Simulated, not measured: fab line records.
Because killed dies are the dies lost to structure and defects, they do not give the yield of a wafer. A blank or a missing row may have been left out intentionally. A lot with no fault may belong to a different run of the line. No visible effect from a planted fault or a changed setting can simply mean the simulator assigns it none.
Which of the tools did it?	flow gf180mcu	13 lots, 39 wafers sampled, at 2 steps of a route of 602

## WHAT EACH GAUGE READ, for each wafer
GF_MVPSD_OVL_MEAS_07.
lot	measured	on	MVPSD_OVL (nm)
L856	day 4 22:12	overlay-01	0.2 0.4 -0.1
L857	day 5 03:06	overlay-02	-3.3 -2.1 -3.4
L859	day 5 15:48	overlay-02	1.0 1.0 0.2
L860	day 5 21:06	overlay-02	-0.1 2.5 2.7
L861	day 6 02:49	overlay-01	-0.8 -0.4 -1.1
L862	day 6 14:08	overlay-02	2.2 2.2 1.5
L867	day 8 08:21	overlay-02	-1.3 1.8 2.0
L870	day 8 13:18	overlay-02	164.5 164.3 165.0 165.7 165.7 166.5
L871	day 9 00:14	overlay-02	163.1 164.2 163.8 165.0 166.1 165.0
L872	day 9 00:39	overlay-01	1.7 -0.5 2.4
L873	day 9 10:14	overlay-01	-0.4 -1.7 0.4
L878	day 10 13:27	overlay-02	2.9 0.8 2.8
L879	day 10 17:15	overlay-02	0.7 0.9 0.1

## TOOL THAT RAN EACH LOT (tool first, then ch and the chambers of the sampled wafers, then the start)
lot	GF_MVPSD_EXPOSE_04
L856	iline-stepper-01 ch 0, day 4 16:16
L857	iline-stepper-01 ch 0, day 4 20:52
L859	iline-stepper-02 ch 0, day 5 07:53
L860	iline-stepper-01 ch 0, day 5 14:29
L861	iline-stepper-01 ch 0, day 5 19:56
L862	iline-stepper-01 ch 0, day 6 06:41
L867	iline-stepper-01 ch 0, day 8 00:22
L870	iline-stepper-01 ch 0, day 8 05:26
L871	iline-stepper-01 ch 0, day 8 15:52
L872	iline-stepper-02 ch 0, day 8 16:16
L873	iline-stepper-02 ch 0, day 9 01:50
L878	iline-stepper-02 ch 0, day 10 04:51
L879	iline-stepper-02 ch 0, day 10 08:07
- GF_MVPSD_EXPOSE_04: exposes mask MVPSD, target cd 1000 nm.

## WHAT THE TOOLS THEMSELVES READ (means of the sampled wafers that have a number; where no wafer has one, the mark that the record gives instead)
GF_MVPSD_EXPOSE_04.
lot	tool	exposure-dose-mJ-cm2
L856	iline-stepper-01	260.62
L857	iline-stepper-01	259.96
L859	iline-stepper-02	259.92
L860	iline-stepper-01	260.44
L861	iline-stepper-01	260.09
L862	iline-stepper-01	259.95
L867	iline-stepper-01	259.81
L870	iline-stepper-01	260.16
L871	iline-stepper-01	260.15
L872	iline-stepper-02	260.18
L873	iline-stepper-02	260.37
L878	iline-stepper-02	260.13
L879	iline-stepper-02	259.81

## THE ANSWER, worked out from the rows above alone
Rule: what is usual is taken from the lots themselves. The widest of any qualifying gaps counts: lots, ordered by their means at a reading, are off when they make up no more than a third of the lots, leave a main group of 4 or more, and stand apart from it by 3 or more times the standard deviation of that group's means. If all means in a main group match to the digits the tables above print for the reading, that group is not used. Also off: a lot with no number at a reading for which 4 or more lots have one. Any other lot the step has rows for is counted as sound. The gauges are gone through in route order, then the tools' own readings, and for those a lot's mean is taken as printed above. The first step at which some lot is off is used, and at that step the reading that is off furthest; a lot without a number counts as furthest.
Off: at GF_MVPSD_OVL_MEAS_07 (MVPSD_OVL), L870, L871. For the main group the mean is 0.5 nm and the standard deviation 1.4.
A tool fits if, at a process step before that reading, it ran every lot that is off, and no sound lot after the first of them. Those tools and the gauges at GF_MVPSD_OVL_MEAS_07 are tried in the same way. One candidate fits, namely iline-stepper-01 at GF_MVPSD_EXPOSE_04. A fault onset in the window from L867 (day 8 00:22, its last sound lot) to L870 (day 8 05:26, its first lot off) fits.

## WHAT WAS PUT IN BY THE SIMULATOR
Scanner matching overlay: iline-stepper-01, from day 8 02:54 on, at GF_MVPSD_EXPOSE_04. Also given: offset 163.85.
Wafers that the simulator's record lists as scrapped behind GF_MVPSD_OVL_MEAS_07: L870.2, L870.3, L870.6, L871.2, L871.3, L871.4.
Lots struck among those shown: L870, L871. The rule above found the same.
